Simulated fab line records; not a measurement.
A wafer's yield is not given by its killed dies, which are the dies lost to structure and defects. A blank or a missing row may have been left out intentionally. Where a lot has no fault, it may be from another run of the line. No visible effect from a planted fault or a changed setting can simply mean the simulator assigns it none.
fab line records	flow sky130	part 1 of 2: steps 1 to 25 of 36
record lots=5	wafers=15	lastDay=50
route steps=708 shown SONOS_ONO@182 GATE_OXIDE@187 POLY_GATE@204 RES_PROTECT@206
lots that met no fault: taken from a fault-free run of the same line
startH: hours from the record's opening day to when the first of the lot's shown wafers began	waitH: how many hours have passed since the lot's step before this one	" the same as in the row above	L1.1+2: several wafers, shown together as one row	- value missing, or start not given	* or withheld: withheld	< > ~ a bound
route shown NAME@n: names a module that has steps shown in the file, with the first one's number in the route	usual: mean and standard deviation over wafers with no fault	same: alike in all rows	chamber/n: place in a boat	sites: the reading at each site	_std_site: the standard deviation of these	_edge_site: mean of outer sites minus mean of inner sites	radiusMm: for every site, how far away it sits from the centre of the wafer	mask NAME#n: copy n	behind: the tool/chamber that last shaped the wafer	hold: why the lot went on hold/how many hours it stayed there/how the hold came to an end	device: transistor that didn't switch, given as n, p or np	end of line: the tests these same wafers got at the end of their route	a step with no rows: only its recipe	killed: the dies lost at the first sort to structure and to defects; this is not the yield of the wafer	map: dies across one wafer; x = killed, . = not, _ = none there
set.NAME: setting as actually run; set.NAME@STEP: the setting as run at that earlier step	model.NAME: the simulator's own value behind a step, which no gauge read
certain route steps with their lots: each step a table, each wafer a row
services: from which hour (startH, from the record's first day; less than 0 if before it) a tool's chamber was out of use, for how many hours, and why
## steps
# step SKY_SONOS_ONO_OVL_MEAS_14
# usual SONOS_ONO_OVL=1.4/1.2
lot.wafer	tool	chamber	startH	waitH	SONOS_ONO_OVL[nm]
L076.1	overlay-01	-	299.43	0.1	3.1
L076.4	"	-	"	"	2.4
L076.6	"	-	"	"	1.7
L077.1	overlay-02	-	307.73	0.1	0.5
L077.5	"	-	"	"	0.4
L077.6	"	-	"	"	2.4
L080.3	overlay-02	-	328.19	0.1	0.6
L080.5	"	-	"	"	-0.8
L080.6	"	-	"	"	-0.6
L091.1	overlay-01	-	423.33	0.1	1.1
L091.4	"	-	"	"	-1.5
L091.6	"	-	"	"	0.3
L097.1	overlay-02	-	471.22	0.1	0.0
L097.2	"	-	"	"	-1.5
L097.4	"	-	"	"	0.8
# step SKY_SONOS_ONO_ETCH_15
# recipe targetDepthNm=19.52	chemistry=CHF3/O2	sourceW=600	biasW=200	pressureMtorr=40	chf3FlowSccm=50	O2_flow_sccm=5	timeS=7.8
# usual drypumpMotorCurrentA=5.8/0.55	oesProductAu=0.999/0.0098	throttleValvePct=8.825/0.0094
lot.wafer	tool	chamber	startH	waitH	drypumpMotorCurrentA	oesProductAu	rfHoursCounterH	throttleValvePct
L076.1	rieDiel-04	1	299.46	0.0	6.1	0.997	4	8.817
L076.4	"	2	"	"	5.3	0.987	40	8.826
L076.6	"	1	"	"	6.1	0.992	-	8.825
L077.1	rieDiel-04	0	307.76	0.0	5.6	0.990	0	8.827
L077.5	"	1	"	"	6.1	0.990	-	8.823
L077.6	"	0	"	"	5.6	0.996	-	8.823
L080.3	rieDiel-03	3	328.21	0.0	4.6	1.007	15	8.819
L080.5	"	1	"	"	5.7	0.990	-	8.820
L080.6	"	0	"	"	6.6	1.001	-	8.828
L091.1	rieDiel-02	0	423.36	0.0	6.0	1.009	23	8.839
L091.4	"	3	"	"	6.0	1.000	33	8.829
L091.6	"	3	"	"	6.0	0.996	-	8.835
L097.1	rieDiel-03	0	471.26	0.0	6.6	0.994	38	8.817
L097.2	"	3	"	"	4.6	0.998	18	8.826
L097.4	"	2	"	"	5.1	0.980	8	8.821
# step SKY_SONOS_ONO_WET_ETCH_16
# recipe chemistry=dHF	targetDepthNm=14	dry=n2Spin	target=SiO2	dilution=100:1	tempC=25	timeS=280
lot.wafer	tool	chamber	startH	waitH
L076.1+4+6	wetBench-03	1	299.49	0.0
L077.1+5+6	wetBench-03	2	307.78	0.0
L080.3+5+6	wetBench-03	2	328.23	0.0
L091.1+4+6	wetBench-02	0	423.39	0.0
L097.1+2+4	wetBench-01	3	471.28	0.0
# step SKY_SONOS_ONO_STRIP_17
# recipe chemistry=O2/N2	powerW=1400	pressureMtorr=1500	platenTempC=withheld	o2FlowSccm=3000	n2FlowSccm=300	overashFraction=0.5
# usual drypumpMotorCurrentA=6.0/0.62	oesProductAu=0.710/0.0044	stripTimeToEndpointS=14.10/0.036
lot.wafer	tool	chamber	startH	waitH	drypumpMotorCurrentA	oesProductAu	rfHoursCounterH	stripTimeToEndpointS
L076.1	plasmaAsher-04	1	299.57	0.0	6.4	0.712	58	14.12
L076.4	"	0	"	"	6.4	0.713	-	14.15
L076.6	"	0	"	"	6.5	0.710	-	14.16
L077.1	plasmaAsher-02	0	307.88	0.0	6.6	0.713	17	14.06
L077.5	"	0	"	"	6.6	0.708	-	14.06
L077.6	"	1	"	"	4.9	0.711	-	14.04
L080.3	plasmaAsher-04	0	328.35	0.0	6.5	0.704	-	14.11
L080.5	"	0	"	"	6.5	0.707	-	14.11
L080.6	"	1	"	"	6.4	0.708	-	14.10
L091.1	plasmaAsher-02	1	423.48	0.0	4.9	0.710	29	14.13
L091.4	"	1	"	"	4.9	0.711	-	14.11
L091.6	"	0	"	"	6.5	0.717	-	14.09
L097.1	plasmaAsher-04	1	471.38	0.0	6.4	0.705	4	14.10
L097.2	"	0	"	"	6.4	0.705	4	14.14
L097.4	"	0	"	"	6.5	0.706	-	14.14
# step SKY_SONOS_ONO_WET_ETCH_18
# recipe chemistry=H3PO4	targetDepthNm=15	target=Si3N4	tempC=160	timeS=172
# usual bathGuardTempC=160.4/0.36
lot.wafer	tool	chamber	startH	waitH	bathGuardTempC
L076.1	wetBench-01	0	299.67	0.1	160.6
L076.4	"	0	"	"	160.7
L076.6	"	0	"	"	160.3
L077.1	wetBench-01	0	307.98	0.1	160.6
L077.5	"	0	"	"	160.7
L077.6	"	0	"	"	160.6
L080.3	wetBench-01	0	328.42	0.0	160.7
L080.5	"	0	"	"	160.7
L080.6	"	0	"	"	160.9
L091.1	wetBench-01	0	423.58	0.1	160.7
L091.4	"	0	"	"	160.5
L091.6	"	0	"	"	160.2
L097.1	wetBench-03	2	471.48	0.1	160.8
L097.2	"	2	"	"	160.8
L097.4	"	2	"	"	160.8
# step SKY_GATE_OXIDE_CLEAN_00
# recipe chemistry=SC1/SC2	mix=1:4:20	tempC=70	timeS=150	dry=n2Spin
# usual bathGuardTempC=70.4/0.41
lot.wafer	tool	chamber	startH	waitH	bathGuardTempC
L076.1	wetBench-02	2	299.73	0.0	70.1
L076.4	"	2	"	"	70.0
L076.6	"	2	"	"	70.0
L077.1	wetBench-02	3	308.04	0.0	70.0
L077.5	"	3	"	"	70.0
L077.6	"	3	"	"	69.9
L080.3	wetBench-03	3	328.47	0.0	70.3
L080.5	"	3	"	"	69.9
L080.6	"	3	"	"	70.8
L091.1	wetBench-03	1	423.69	0.0	70.0
L091.4	"	1	"	"	69.5
L091.6	"	1	"	"	69.8
L097.1	wetBench-02	3	471.53	0.0	69.6
L097.2	"	3	"	"	70.0
L097.4	"	3	"	"	70.1
# step SKY_GATE_OXIDE_OXIDATION_01
# recipe tempC=900	ambient=O2	stabiliseS=600	purgeS=300	targetThkA=102.68	oxTimeS=1473
# usual spikeTcBottomC=919/3.2	spikeTcUpperC=899.3/1	zonePowerCentrePct=19.8/2.3
lot.wafer	tool	chamber	startH	waitH	spikeTcBottomC	spikeTcUpperC	zonePowerCentrePct
L076.1	furnace-02	0	300.61	0.8	921	899.9	17.9
L076.4	"	0	"	"	922	901.4	18.0
L076.6	"	0	"	"	921	899.4	18.0
L077.1	furnace-02	0	308.81	0.7	921	898.7	18.2
L077.5	"	0	"	"	921	898.9	17.9
L077.6	"	0	"	"	923	900.0	18.0
L080.3	furnace-02	0	330.38	1.9	921	899.7	18.3
L080.5	"	0	"	"	919	899.6	18.2
L080.6	"	0	"	"	919	899.7	18.0
L091.1	furnace-01	0	424.19	0.4	916	898.2	23.1
L091.4	"	0	"	"	916	899.2	22.4
L091.6	"	0	"	"	916	898.3	22.7
L097.1	furnace-02	0	471.59	0.0	919	898.8	18.2
L097.2	"	0	"	"	921	899.6	18.1
L097.4	"	0	"	"	922	899.1	17.9
# step SKY_GATE_OXIDE_THK_MEAS_02
# recipe reads=SiO2_of_GATE_OXIDE_OXIDATION_01
# usual GATE_OXIDE_OXIDATION_00_THK=10.33/0.2
lot.wafer	tool	chamber	startH	waitH	GATE_OXIDE_OXIDATION_00_THK[nm]
L076.1	filmMetro-03	-	302.04	0.0	10.34
L076.4	"	-	"	"	10.44
L076.6	"	-	"	"	10.39
L077.1	filmMetro-04	-	310.22	0.0	10.37
L077.5	"	-	"	"	10.40
L077.6	"	-	"	"	10.24
L080.3	filmMetro-03	-	331.81	0.0	9.76
L080.5	"	-	"	"	9.72
L080.6	"	-	"	"	9.83
L091.1	filmMetro-04	-	425.60	0.0	10.33
L091.4	"	-	"	"	10.20
L091.6	"	-	"	"	10.17
L097.1	filmMetro-04	-	473.00	0.0	10.38
L097.2	"	-	"	"	10.38
L097.4	"	-	"	"	10.49
# step SKY_GATE_OXIDE_DEHYDRATE_03
# recipe tempC=200	timeS=60
# usual plateTempC=199.99/0.16
lot.wafer	tool	chamber	startH	waitH	plateTempC
L076.1	lithoTrack-04	0	314.11	12.1	199.99
L076.4	"	0	"	"	199.86
L076.6	"	0	"	"	199.87
L077.1	lithoTrack-03	0	322.64	12.4	200.02
L077.5	"	0	"	"	199.98
L077.6	"	0	"	"	200.19
L080.3	lithoTrack-01	0	344.67	12.9	200.00
L080.5	"	0	"	"	200.01
L080.6	"	0	"	"	200.00
L091.1	lithoTrack-01	0	440.72	15.1	200.03
L091.4	"	0	"	"	199.87
L091.6	"	0	"	"	199.79
L097.1	lithoTrack-04	0	487.85	14.8	200.14
L097.2	"	0	"	"	200.22
L097.4	"	0	"	"	200.09
# step SKY_GATE_OXIDE_HMDS_04
# recipe primeTimeS=60	primeTempC=120
# usual primeTempC=120.02/0.14
lot.wafer	tool	chamber	startH	waitH	primeTempC
L076.1	lithoTrack-04	0	314.26	0.1	120.00
L076.4	"	0	"	"	120.06
L076.6	"	0	"	"	120.04
L077.1	lithoTrack-03	0	322.79	0.1	119.73
L077.5	"	0	"	"	120.12
L077.6	"	0	"	"	119.67
L080.3	lithoTrack-01	0	344.82	0.1	119.96
L080.5	"	0	"	"	120.20
L080.6	"	0	"	"	120.08
L091.1	lithoTrack-01	0	440.87	0.1	120.05
L091.4	"	0	"	"	120.17
L091.6	"	0	"	"	120.06
L097.1	lithoTrack-04	0	488.00	0.1	120.02
L097.2	"	0	"	"	120.05
L097.4	"	0	"	"	120.23
# step SKY_GATE_OXIDE_COAT_05
# recipe resist=NOVOLAK	spinRpm=3000	resistThkNm=1140
lot.wafer	tool	chamber	startH	waitH
L076.1+4+6	lithoTrack-04	0	314.41	0.1
L077.1+5+6	lithoTrack-03	0	322.94	0.1
L080.3+5+6	lithoTrack-01	0	344.97	0.1
L091.1+4+6	lithoTrack-01	0	441.02	0.1
L097.1+2+4	lithoTrack-04	0	488.15	0.1
# step SKY_GATE_OXIDE_SOFTBAKE_06
# recipe tempC=90	timeS=60	resist=NOVOLAK
# usual plateTempC=90.00/0.13
lot.wafer	tool	chamber	startH	waitH	plateTempC
L076.1	lithoTrack-04	0	314.56	0.1	89.80
L076.4	"	0	"	"	90.02
L076.6	"	0	"	"	89.87
L077.1	lithoTrack-03	0	323.09	0.1	90.29
L077.5	"	0	"	"	90.16
L077.6	"	0	"	"	90.11
L080.3	lithoTrack-01	0	345.12	0.1	89.89
L080.5	"	0	"	"	90.07
L080.6	"	0	"	"	90.16
L091.1	lithoTrack-01	0	441.17	0.1	89.81
L091.4	"	0	"	"	89.89
L091.6	"	0	"	"	89.99
L097.1	lithoTrack-04	0	488.30	0.1	89.98
L097.2	"	0	"	"	90.00
L097.4	"	0	"	"	89.97
# step SKY_GATE_OXIDE_EXPOSE_07
# recipe maskId=LVOM	na=0.6	sourceShape=conventional	sigmaOuter=0.6	polarization=unpolarized	targetCdNm=600	doseMj=170
# same sigmaOuter=0.6
lot.wafer	tool	chamber	startH	waitH	mask
L076.1+4+6	ilineStepper-02	0	-	-	LVOM#0
L077.1+5+6	ilineStepper-01	0	-	-	LVOM#0
L080.3+5+6	ilineStepper-02	0	-	-	LVOM#0
L091.1+4+6	ilineStepper-01	0	-	-	LVOM#0
L097.1+2+4	ilineStepper-02	0	-	-	LVOM#0
# step SKY_GATE_OXIDE_PEB_08
# recipe tempC=withheld	timeS=*	resist=NOVOLAK
lot.wafer	tool	chamber	startH	waitH
L076.1+4+6	lithoTrack-03	0	-	-
L077.1+5+6	lithoTrack-03	0	-	-
L080.3+5+6	lithoTrack-01	0	-	-
L091.1+4+6	lithoTrack-01	0	-	-
L097.1+2+4	lithoTrack-04	0	-	-
# step SKY_GATE_OXIDE_DEVELOP_09
# recipe resist=NOVOLAK	developer=TMAH	developTimeS=60	devTempC=23
# same developTimeS=60
lot.wafer	tool	chamber	startH	waitH
L076.1+4+6	lithoTrack-03	0	327.89	0.1
L077.1+5+6	lithoTrack-03	0	336.09	0.1
L080.3+5+6	lithoTrack-01	0	358.62	0.1
L091.1+4+6	lithoTrack-01	0	456.47	0.1
L097.1+2+4	lithoTrack-04	0	503.55	0.1
# step SKY_GATE_OXIDE_OVL_MEAS_10
# usual GATE_OXIDE_OVL=-0.7/1.3
lot.wafer	tool	chamber	startH	waitH	GATE_OXIDE_OVL[nm]
L076.1	overlay-01	-	328.04	0.1	-2.3
L076.4	"	-	"	"	-1.1
L076.6	"	-	"	"	0.1
L077.1	overlay-01	-	336.24	0.1	0.1
L077.5	"	-	"	"	2.1
L077.6	"	-	"	"	-0.7
L080.3	overlay-01	-	358.73	0.1	0.1
L080.5	"	-	"	"	-0.8
L080.6	"	-	"	"	-1.6
L091.1	overlay-01	-	456.62	0.1	-1.9
L091.4	"	-	"	"	-1.3
L091.6	"	-	"	"	-4.0
L097.1	overlay-01	-	503.70	0.1	-1.8
L097.2	"	-	"	"	-1.5
L097.4	"	-	"	"	-0.1
# step SKY_GATE_OXIDE_IMPLANT_11
# recipe species=B	energyKev=10	doseCm2=2.6e+12	tiltDeg=withheld
# usual endStationPressureTorr=5e-06/2.6e-07
lot.wafer	tool	chamber	startH	waitH	endStationPressureTorr
L076.1	implanter-02	0	328.08	0.0	5.32e-06
L076.4	"	0	"	"	4.85e-06
L076.6	"	0	"	"	4.9e-06
L077.1	implanter-03	0	336.28	0.0	4.34e-06
L077.5	"	0	"	"	4.86e-06
L077.6	"	0	"	"	4.78e-06
L080.3	implanter-01	0	358.81	0.1	4.89e-06
L080.5	"	0	"	"	4.81e-06
L080.6	"	0	"	"	5.12e-06
L091.1	implanter-01	0	456.66	0.0	4.99e-06
L091.4	"	0	"	"	4.88e-06
L091.6	"	0	"	"	5.08e-06
L097.1	implanter-03	0	503.74	0.0	4.65e-06
L097.2	"	0	"	"	5.08e-06
L097.4	"	0	"	"	5.04e-06
# step SKY_GATE_OXIDE_WET_ETCH_12
# recipe chemistry=dHF	targetDepthNm=16.8	dry=n2Spin	target=SiO2	dilution=100:1	tempC=25	timeS=336
lot.wafer	tool	chamber	startH	waitH
L076.1+4+6	wetBench-02	0	328.23	0.1
L077.1+5+6	wetBench-02	1	336.43	0.1
L080.3+5+6	wetBench-02	1	358.91	0.1
L091.1+4+6	wetBench-03	1	456.81	0.1
L097.1+2+4	wetBench-01	3	503.89	0.1
# step SKY_GATE_OXIDE_STRIP_13
# recipe chemistry=O2/N2	powerW=1400	pressureMtorr=1500	platenTempC=withheld	o2FlowSccm=3000	n2FlowSccm=300	overashFraction=0.5
# usual drypumpMotorCurrentA=5.9/0.47	oesProductAu=0.716/0.0046	stripTimeToEndpointS=14.19/0.036
lot.wafer	tool	chamber	startH	waitH	drypumpMotorCurrentA	oesProductAu	rfHoursCounterH	stripTimeToEndpointS
L076.1	plasmaAsher-01	0	328.33	0.0	5.9	0.712	66	14.12
L076.4	"	1	"	"	5.7	0.720	-	14.16
L076.6	"	1	"	"	5.7	0.719	-	14.16
L077.1	plasmaAsher-03	0	336.53	0.0	6.1	0.710	53	14.18
L077.5	"	0	"	"	6.1	0.717	-	14.22
L077.6	"	1	"	"	6.3	0.715	-	14.22
L080.3	plasmaAsher-01	0	359.04	0.0	5.9	0.709	-	14.19
L080.5	"	1	"	"	5.7	0.717	-	14.17
L080.6	"	0	"	"	5.9	0.718	-	14.19
L091.1	plasmaAsher-02	1	456.92	0.0	4.9	0.713	33	14.22
L091.4	"	0	"	"	6.5	0.723	-	14.27
L091.6	"	1	"	"	4.9	0.720	-	14.24
L097.1	plasmaAsher-01	0	504.01	0.0	5.9	0.718	80	14.22
L097.2	"	1	"	"	5.7	0.716	80	14.18
L097.4	"	0	"	"	5.9	0.715	-	14.19
# step SKY_GATE_OXIDE_TW_MEAS_14
# usual GATE_OXIDE_TW=225.9/2.5
lot.wafer	tool	chamber	startH	waitH	GATE_OXIDE_TW
L076.1	filmMetro-02	-	328.43	0.1	229.6
L076.4	"	-	"	"	229.4
L076.6	"	-	"	"	228.4
L077.1	filmMetro-02	-	336.63	0.1	228.4
L077.5	"	-	"	"	228.8
L077.6	"	-	"	"	227.5
L080.3	filmMetro-04	-	359.13	0.1	224.3
L080.5	"	-	"	"	224.8
L080.6	"	-	"	"	221.9
L091.1	filmMetro-02	-	457.02	0.1	228.9
L091.4	"	-	"	"	230.3
L091.6	"	-	"	"	228.7
L097.1	filmMetro-02	-	504.11	0.1	228.4
L097.2	"	-	"	"	226.6
L097.4	"	-	"	"	227.7
# step SKY_GATE_OXIDE_CLEAN_15
# recipe chemistry=SC1/SC2	mix=1:4:20	tempC=70	timeS=150	dry=n2Spin
# usual bathGuardTempC=70.4/0.35
lot.wafer	tool	chamber	startH	waitH	bathGuardTempC
L076.1	wetBench-02	1	328.49	0.1	70.3
L076.4	"	1	"	"	70.4
L076.6	"	1	"	"	70.4
L077.1	wetBench-01	3	336.69	0.1	70.5
L077.5	"	3	"	"	70.7
L077.6	"	3	"	"	70.3
L080.3	wetBench-01	3	359.17	0.0	70.3
L080.5	"	3	"	"	71.1
L080.6	"	3	"	"	70.5
L091.1	wetBench-02	1	457.08	0.1	70.3
L091.4	"	1	"	"	70.3
L091.6	"	1	"	"	70.2
L097.1	wetBench-03	2	504.17	0.1	70.3
L097.2	"	2	"	"	70.7
L097.4	"	2	"	"	70.8
# step SKY_GATE_OXIDE_OXIDATION_16
# recipe tempC=800	ambient=O2	idleTempC=700	rampUpCPerMin=10	rampDownCPerMin=3	stabiliseS=600	purgeS=300	targetThkA=35.7	oxTimeS=1915
# usual rampUpCPerMin=10.0000/0.0018	spikeTcBottomC=820/3.3	spikeTcUpperC=799.3/1.3	zonePowerCentrePct=15.7/1.8
lot.wafer	tool	chamber	startH	waitH	rampUpCPerMin	spikeTcBottomC	spikeTcUpperC	zonePowerCentrePct
L076.1	furnace-02	0	328.85	0.3	9.9973	822	800.5	14.3
L076.4	"	0	"	"	9.9998	823	799.2	14.2
L076.6	"	0	"	"	10.001	821	799.9	14.1
L077.1	furnace-02	0	336.74	0.0	10.001	823	802.1	14.4
L077.5	"	0	"	"	9.9963	821	798.9	14.2
L077.6	"	0	"	"	9.9994	821	799.7	14.1
L080.3	furnace-02	0	359.30	0.1	9.9992	824	800.0	13.9
L080.5	"	0	"	"	10.001	824	799.9	14.1
L080.6	"	0	"	"	9.9989	822	800.3	13.9
L091.1	furnace-02	0	457.13	0.0	9.9992	823	800.6	14.5
L091.4	"	0	"	"	10.001	824	798.4	14.2
L091.6	"	0	"	"	10.000	823	800.9	14.2
L097.1	furnace-02	0	504.23	0.0	10.0000	825	796.5	14.2
L097.2	"	0	"	"	10.001	823	799.6	14.2
L097.4	"	0	"	"	9.9986	824	802.5	14.1
# step SKY_POLY_GATE_CVD_00
# recipe material=poly-Si	targetThkNm=180	tempC=620	timeS=720	pressureMtorr=200
# usual spikeTcBottomC=637.3/2.2	spikeTcUpperC=619.1/1.9	zonePowerCentrePct=8.10/0.079
lot.wafer	tool	chamber	startH	waitH	spikeTcBottomC	spikeTcUpperC	zonePowerCentrePct
L076.1	lpcvd-01	1	330.38	0.0	637.2	617.2	7.97
L076.4	"	1	"	"	635.4	617.6	8.20
L076.6	"	1	"	"	636.4	616.6	8.23
L077.1	lpcvd-01	1	338.27	0.0	638.1	619.0	8.23
L077.5	"	1	"	"	636.5	619.3	8.18
L077.6	"	1	"	"	636.4	618.1	8.12
L080.3	lpcvd-01	0	360.83	0.0	639.4	619.6	7.89
L080.5	"	0	"	"	640.8	621.5	8.09
L080.6	"	0	"	"	638.8	621.5	8.15
L091.1	lpcvd-01	1	458.66	0.0	635.4	618.4	8.20
L091.4	"	1	"	"	635.0	616.1	8.09
L091.6	"	1	"	"	638.0	616.8	8.02
L097.1	lpcvd-01	1	505.76	0.0	635.0	615.9	8.04
L097.2	"	1	"	"	635.3	619.0	8.25
L097.4	"	1	"	"	634.5	618.0	8.03
# step SKY_POLY_GATE_THK_MEAS_01
# recipe reads=poly-Si_of_POLY_GATE_CVD_00
# usual POLY_GATE_CVD_00_THK=179.5/1.6
lot.wafer	tool	chamber	startH	waitH	POLY_GATE_CVD_00_THK[nm]
L076.1	filmMetro-04	-	331.58	0.0	178.8
L076.4	"	-	"	"	177.9
L076.6	"	-	"	"	177.3
L077.1	filmMetro-01	-	339.47	0.0	176.2
L077.5	"	-	"	"	178.4
L077.6	"	-	"	"	177.6
L080.3	filmMetro-04	-	362.05	0.0	180.5
L080.5	"	-	"	"	179.0
L080.6	"	-	"	"	178.6
L091.1	filmMetro-01	-	459.86	0.0	179.6
L091.4	"	-	"	"	180.7
L091.6	"	-	"	"	180.9
L097.1	filmMetro-02	-	506.96	0.0	180.5
L097.2	"	-	"	"	181.8
L097.4	"	-	"	"	180.2
# step SKY_RES_PROTECT_DEHYDRATE_00
# recipe tempC=200	timeS=60
# usual plateTempC=199.98/0.18
lot.wafer	tool	chamber	startH	waitH	plateTempC
L076.1	lithoTrack-03	0	344.79	13.2	199.92
L076.4	"	0	"	"	200.03
L076.6	"	0	"	"	199.83
L077.1	lithoTrack-03	0	353.44	14.0	200.01
L077.5	"	0	"	"	200.07
L077.6	"	0	"	"	199.83
L080.3	lithoTrack-02	0	376.06	14.0	199.56
L080.5	"	0	"	"	199.69
L080.6	"	0	"	"	199.64
L091.1	lithoTrack-04	0	474.20	14.3	200.15
L091.4	"	0	"	"	199.78
L091.6	"	0	"	"	200.01
L097.1	lithoTrack-03	0	521.39	14.4	199.85
L097.2	"	0	"	"	199.85
L097.4	"	0	"	"	200.03
